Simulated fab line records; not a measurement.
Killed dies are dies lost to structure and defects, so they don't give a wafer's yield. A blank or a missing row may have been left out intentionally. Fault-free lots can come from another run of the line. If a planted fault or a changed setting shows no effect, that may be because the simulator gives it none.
fab line records	flow sky130
record lots=7	wafers=21	lastDay=50
route steps=708 shown VIA4@648
lots untouched by any fault: they come from a run of this same line in which no faults occurred
startH: hours from the record's first day to the start of the lot's first wafer shown	waitH: hours since the lot's step before	" the same as in the row above	L1.1+2: a single row standing in for several wafers	- value missing, or start not given	* or withheld: withheld	< > ~ a bound
route shown NAME@n: a module of which the file shows steps, and the number in the route of the first	usual: mean/standard deviation of fault-free wafers	same: alike in all rows	chamber/n: place in a boat	sites: the reading at each site	_std_site: how widely they spread, as a standard deviation	_edge_site: mean of outer sites minus mean of inner sites	radiusMm: how far each site lies from the wafer's centre	mask NAME#n: copy n	behind: tool/chamber where the wafer was last shaped	hold: cause of the lot's hold/its duration in hours/its outcome	device: the n, p or np transistor that did not switch	end of line: tests of these same wafers at the route's end	a step with no rows: only its recipe	killed: at the first sort, the dies lost to defects and structure; wafer yield is something else	map: per-die view of a wafer (x killed, . not killed, _ where there is no die)
set.NAME: the setting that was run; set.NAME@STEP: the one run at that earlier step	model.NAME: the simulator's own value behind a step, which no gauge read
a table for each step, a row for each wafer; lots at some steps of the route
services: a tool's chamber out of use, with start hour (startH, from the record's first day; less than 0 if before it), hours out, and reason
## steps
# step SKY_VIA4_PEB_09
# recipe tempC=withheld	timeS=*	resist=NOVOLAK
# step SKY_VIA4_DEVELOP_10
# recipe resist=NOVOLAK	developer=TMAH	developTimeS=60	devTempC=23
# step SKY_VIA4_OVL_MEAS_11
# usual VIA4_OVL=-0.6/1.7
lot.wafer	tool	chamber	startH	waitH	VIA4_OVL[nm]
L792.1	overlay-01	-	1026.16	0.1	-0.6
L792.2	"	-	"	"	-0.3
L792.6	"	-	"	"	-1.5
L796.3	overlay-02	-	1065.72	0.1	-1.1
L796.4	"	-	"	"	-0.5
L796.6	"	-	"	"	0.5
L798.4	overlay-02	-	1067.03	0.1	-0.6
L798.5	"	-	"	"	0.3
L798.6	"	-	"	"	-1.5
L799.1	overlay-02	-	1079.01	0.1	-0.6
L799.3	"	-	"	"	-3.3
L799.5	"	-	"	"	-2.8
L804.1	overlay-01	-	1109.61	0.1	-2.4
L804.2	"	-	"	"	-4.5
L804.4	"	-	"	"	-4.7
L806.4	overlay-01	-	1131.03	0.1	-1.4
L806.5	"	-	"	"	-2.4
L806.6	"	-	"	"	-1.7
L807.4	overlay-02	-	1133.83	0.1	-2.5
L807.5	"	-	"	"	-1.8
L807.6	"	-	"	"	0.1
# step SKY_VIA4_ETCH_12
# recipe target=SiO2	chemistry=C4F8/O2/Ar	stopOn=TiN	maskMaterial=NOVOLAK	sourceW=1500	biasW=1200	pressureMtorr=40	c4f8FlowSccm=withheld	O2_flow_sccm=6	Ar_flow_sccm=300	timeS=withheld	targetDepthA=5800
# usual oesProductAu=0.926/0.0045
lot.wafer	tool	chamber	startH	waitH	oesProductAu
L792.1	rieDiel-04	1	1026.19	0.0	0.926
L792.2	"	3	"	"	0.920
L792.6	"	1	"	"	0.926
L796.3	rieDiel-04	1	1065.75	0.0	0.928
L796.4	"	2	"	"	0.926
L796.6	"	3	"	"	0.932
L798.4	rieDiel-01	1	1067.05	0.0	0.927
L798.5	"	3	"	"	0.921
L798.6	"	0	"	"	0.933
L799.1	rieDiel-03	1	1079.04	0.0	0.925
L799.3	"	3	"	"	0.920
L799.5	"	0	"	"	0.938
L804.1	rieDiel-04	3	1109.65	0.0	0.927
L804.2	"	1	"	"	0.933
L804.4	"	2	"	"	0.920
L806.4	rieDiel-03	1	1131.05	0.0	0.926
L806.5	"	3	"	"	0.928
L806.6	"	0	"	"	0.929
L807.4	rieDiel-03	0	1133.85	0.0	0.927
L807.5	"	1	"	"	0.925
L807.6	"	2	"	"	0.918
# step SKY_VIA4_STRIP_13
# recipe chemistry=O2/N2	powerW=1400	pressureMtorr=1500	platenTempC=withheld	o2FlowSccm=3000	n2FlowSccm=300	overashFraction=0.5
# usual drypumpMotorCurrentA=5.7/0.46	oesProductAu=0.709/0.0047	stripTimeToEndpointS=12.80/0.03
# same overashFraction=0.5
lot.wafer	tool	chamber	startH	waitH	drypumpMotorCurrentA	oesProductAu	rfHoursCounterH	stripTimeToEndpointS
L792.1	plasmaAsher-01	1	1026.27	-	5.9	0.713	29	12.75
L792.2	"	0	"	"	5.5	0.710	29	12.80
L792.6	"	0	"	"	5.5	0.709	-	12.83
L796.3	plasmaAsher-02	0	1065.85	-	5.7	0.702	-	12.80
L796.4	"	1	"	"	4.9	0.704	-	12.80
L796.6	"	0	"	"	5.7	0.707	-	12.83
L798.4	plasmaAsher-04	1	1067.16	-	6.0	0.708	-	12.83
L798.5	"	0	"	"	6.5	0.710	-	12.81
L798.6	"	1	"	"	6.0	0.701	-	12.79
L799.1	plasmaAsher-02	0	1079.12	-	5.7	0.715	92	12.80
L799.3	"	0	"	"	5.7	0.704	-	12.77
L799.5	"	0	"	"	5.7	0.706	-	12.78
L804.1	plasmaAsher-04	0	1109.72	-	6.5	0.707	69	12.79
L804.2	"	1	"	"	5.9	0.711	69	12.81
L804.4	"	1	"	"	6.0	0.703	-	12.78
L806.4	plasmaAsher-01	0	1131.15	-	5.5	0.716	-	12.81
L806.5	"	0	"	"	5.5	0.705	-	12.86
L806.6	"	1	"	"	6.0	0.707	-	12.86
L807.4	plasmaAsher-02	1	1133.95	-	4.9	0.702	-	12.83
L807.5	"	0	"	"	5.7	0.712	-	12.77
L807.6	"	1	"	"	4.9	0.701	-	12.79
# step SKY_VIA4_STRIP_14
# recipe chemistry=postEtchResidueRemover	timeS=1200	tempC=72.5
# step SKY_VIA4_CLEAN_15
# recipe chemistry=IPA	timeS=180	tempC=25
# step SKY_VIA4_CLEAN_16
# recipe chemistry=O3/DIW	dry=n2Spin
# step SKY_VIA4_SPUTTER_17
# recipe material=TiN	targetThkNm=20	chamberPressurePa=5	powerW=4000	timeS=80
# usual cathodeDcPowerW=4000.0/0.79	throttleValvePct=30.4/1.2
lot.wafer	tool	chamber	startH	waitH	cathodeDcPowerW	throttleValvePct
L792.1	pvdSputter-01	-	1026.86	0.0	4000.2	31.0
L792.2	"	-	"	"	4001.3	32.5
L792.6	"	-	"	"	4000.4	29.5
L796.3	pvdSputter-01	-	1066.41	0.0	3998.7	29.5
L796.4	"	-	"	"	3999.8	30.7
L796.6	"	-	"	"	4000.6	29.3
L798.4	pvdSputter-01	-	1067.72	0.0	4000.3	30.8
L798.5	"	-	"	"	3999.7	30.6
L798.6	"	-	"	"	4001.9	30.7
L799.1	pvdSputter-01	-	1079.75	0.0	3999.3	30.7
L799.3	"	-	"	"	4000.7	32.6
L799.5	"	-	"	"	3999.1	29.6
L804.1	pvdSputter-03	-	1110.34	0.0	3998.9	30.7
L804.2	"	-	"	"	4000.6	29.9
L804.4	"	-	"	"	3999.1	30.0
L806.4	pvdSputter-03	-	1131.81	0.0	3999.3	30.3
L806.5	"	-	"	"	3999.3	30.9
L806.6	"	-	"	"	4000.4	29.8
L807.4	pvdSputter-01	-	1134.54	0.0	3998.0	32.7
L807.5	"	-	"	"	3998.7	30.7
L807.6	"	-	"	"	4000.1	32.7
# step SKY_VIA4_CVD_18
# recipe material=W	targetThkNm=505	timeS=152.14	tempC=400	pressureTorr=40
# usual heaterPowerW=776/38
lot.wafer	tool	chamber	startH	waitH	heaterPowerW
L792.1	cvdW-02	0	1026.92	0.0	815
L792.2	"	1	"	"	740
L792.6	"	0	"	"	843
L796.3	cvdW-02	0	1066.52	0.1	845
L796.4	"	1	"	"	732
L796.6	"	0	"	"	825
L798.4	cvdW-01	0	1067.83	0.1	748
L798.5	"	0	"	"	758
L798.6	"	1	"	"	779
L799.1	cvdW-01	0	1079.81	0.0	748
L799.3	"	0	"	"	753
L799.5	"	1	"	"	762
L804.1	cvdW-02	0	1110.40	0.0	837
L804.2	"	1	"	"	754
L804.4	"	0	"	"	848
L806.4	cvdW-01	1	1131.92	0.1	764
L806.5	"	1	"	"	775
L806.6	"	0	"	"	752
L807.4	cvdW-02	0	1134.65	0.1	827
L807.5	"	1	"	"	736
L807.6	"	0	"	"	840
# step SKY_VIA4_RS_MEAS_19
# recipe thkMeasGauge=four-point-probe	reads=W_of_VIA4_CVD_18+TiN_of_VIA4_SPUTTER_17
# usual VIA4_W_RS=0.224/0.003
lot.wafer	tool	chamber	startH	waitH	VIA4_W_RS[ohm/sq]
L792.1	filmMetro-01	-	1027.07	0.1	0.225
L792.2	"	-	"	"	0.221
L792.6	"	-	"	"	0.227
L796.3	filmMetro-03	-	1066.66	0.1	0.226
L796.4	"	-	"	"	0.222
L796.6	"	-	"	"	0.227
L798.4	filmMetro-03	-	1067.99	0.1	0.226
L798.5	"	-	"	"	0.227
L798.6	"	-	"	"	0.224
L799.1	filmMetro-02	-	1079.96	0.1	0.224
L799.3	"	-	"	"	0.225
L799.5	"	-	"	"	0.221
L804.1	filmMetro-01	-	1110.55	0.1	0.226
L804.2	"	-	"	"	0.220
L804.4	"	-	"	"	0.225
L806.4	filmMetro-03	-	1132.08	0.1	0.223
L806.5	"	-	"	"	0.223
L806.6	"	-	"	"	0.227
L807.4	filmMetro-02	-	1134.81	0.1	0.224
L807.5	"	-	"	"	0.219
L807.6	"	-	"	"	0.225
# step SKY_VIA4_THK_MEAS_20
# recipe thkMeasGauge=xrf	reads=W_of_VIA4_CVD_18
# usual VIA4_W_THK=502/7.5
lot.wafer	tool	chamber	startH	waitH	VIA4_W_THK[nm]
L792.1	filmMetro-01	-	1027.19	0.1	496
L792.2	"	-	"	"	502
L792.6	"	-	"	"	491
L796.3	filmMetro-03	-	1066.76	0.1	502
L796.4	"	-	"	"	507
L796.6	"	-	"	"	496
L798.4	filmMetro-03	-	1068.08	0.1	499
L798.5	"	-	"	"	497
L798.6	"	-	"	"	501
L799.1	filmMetro-02	-	1080.08	0.1	501
L799.3	"	-	"	"	500
L799.5	"	-	"	"	509
L804.1	filmMetro-01	-	1110.67	0.1	498
L804.2	"	-	"	"	508
L804.4	"	-	"	"	498
L806.4	filmMetro-03	-	1132.17	0.1	508
L806.5	"	-	"	"	507
L806.6	"	-	"	"	496
L807.4	filmMetro-02	-	1134.90	0.1	505
L807.5	"	-	"	"	513
L807.6	"	-	"	"	498
# step SKY_VIA4_CMP_21
# recipe stopOn=SiO2	tOverpolishS=25	downForcePsi=3.5	platenRpm=60	targetThkNm=0	padVelocityMS=0.94248
# usual edgeZonePressureFrac=1.000/0.0055	headPressurePsi=3.499/0.007	motorCurrentA=10.7/1.1	overpolishRunS=25.000/0.0089	timeToEndpointS=123/3.4
lot.wafer	tool	chamber	startH	waitH	edgeZonePressureFrac	headPressurePsi	motorCurrentA	overpolishRunS	timeToEndpointS	model.W_of_VIA4_CVD_18.thkNm	model.SiO2_of_VIA4_HDPCVD_00.thkNm
L792.1	cmp-02	2	1027.25	0.1	1.005	3.503	10.3	24.994	122	0	574.3
L792.2	"	0	"	"	0.994	3.495	9.6	25.017	128	0	573.6
L792.6	"	2	"	"	1.006	3.491	10.2	24.978	121	0	576.1
L796.3	cmp-01	2	1067.21	0.4	-	-	-	-	-	506.7	580.9
L796.4	"	0	"	"	-	-	-	-	-	516.3	582.1
L796.6	"	2	"	"	-	-	-	-	-	502.9	581.4
L798.4	cmp-01	0	1068.51	0.4	-	-	-	-	-	506	581
L798.5	"	2	"	"	-	-	-	-	-	504.3	580.8
L798.6	"	3	"	"	-	-	-	-	-	510.4	581.3
L799.1	cmp-02	1	1080.14	0.1	-	-	-	-	-	509.7	580.7
L799.3	"	0	"	"	-	-	-	-	-	508.7	579.7
L799.5	"	2	"	"	-	-	-	-	-	516.4	580.2
L804.4	cmp-01	3	1110.78	0.1	0.993	3.489	9.7	25.010	117	0	572.9
L804.1	"	0	"	"	1.004	3.503	12.7	24.990	120	0	573.8
L804.2	"	1	"	"	0.994	3.502	10.0	25.001	122	0	573.5
L806.4	cmp-01	3	1132.25	0.1	1.002	3.483	9.8	24.999	121	0	575
L806.5	"	2	"	"	0.997	3.491	9.9	24.992	123	0	574.3
L806.6	"	3	"	"	1.002	3.487	10.2	25.012	120	0	576.5
L807.4	cmp-02	0	1135.11	0.2	1.008	3.496	9.7	24.993	123	0	575.5
L807.6	"	1	"	"	1.001	3.498	12.0	24.998	122	0	574
L807.5	"	2	"	"	0.987	3.506	10.9	25.007	125	0	574.2
## services
tool	chamber	startH	hours	kind
rieDiel-01	3	1003.24	3.0	repair
pvdSputter-01	2	1008.04	-	consumableReplace:kit
plasmaAsher-04	-	1008.63	8.8	pm
cmp-01	-	1009.73	5.6	pm
plasmaAsher-02	-	1014.33	13.6	repair
rieDiel-03	-	1015.22	0.9	repair
cmp-02	-	1018.90	0.6	repair
cvdW-01	0	1023.41	7.8	repair
rieDiel-04	-	1029.02	0.7	repair
cmp-02	-	1030.52	1.1	repair
plasmaAsher-02	-	1032.09	2.8	pm
rieDiel-01	3	1055.24	6.4	repair
cmp-02	-	1059.29	0.7	repair
rieDiel-01	-	1059.36	2.8	pm
plasmaAsher-01	-	1061.48	2.2	repair
cmp-02	-	1065.53	1.2	repair
cmp-01	-	1081.39	0.6	repair
cvdW-01	-	1082.58	2.8	pm
cmp-01	-	1087.01	4.0	pm
pvdSputter-03	-	1093.89	1.9	repair
cvdW-01	0	1103.78	8.6	repair
pvdSputter-01	-	1120.24	9.3	repair
cmp-02	-	1120.53	5.4	pm
rieDiel-04	2	1135.04	3.2	repair
## key
firstSign step=SKY_VIA4_CMP_21	reading=toolRecord	direction=missing
effect none on later readings
modelEffect step=SKY_VIA4_CMP_21	value=W_of_VIA4_CVD_18.thkNm	without=0	struck=509
metAt SKY_VIA4_CMP_21
struckWafers L796.3,L796.4,L796.6,L798.4,L798.5,L798.6,L799.1,L799.3,L799.5
laterRowsLeftOut L796.3,L796.4,L796.6,L798.4,L798.5,L798.6,L799.1,L799.3,L799.5
sortLeftOut L796.3,L796.4,L796.6,L798.4,L798.5,L798.6,L799.1,L799.3,L799.5
onsetBetween 1027.25 1067.21
fault kind=skippedStepWhole	tool=cmp-01,cmp-02	chamber=-	onsetH=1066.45	steps=SKY_VIA4_CMP_21	scope=struckLotsOnly
# sortLeftOut: the simulated sort isn't trusted on such a fault, so these wafers' sort isn't shown, and their yield isn't known
# laterRowsLeftOut: the simulator's readings of these wafers behind a module that went badly wrong aren't trusted and aren't shown, but for the sort
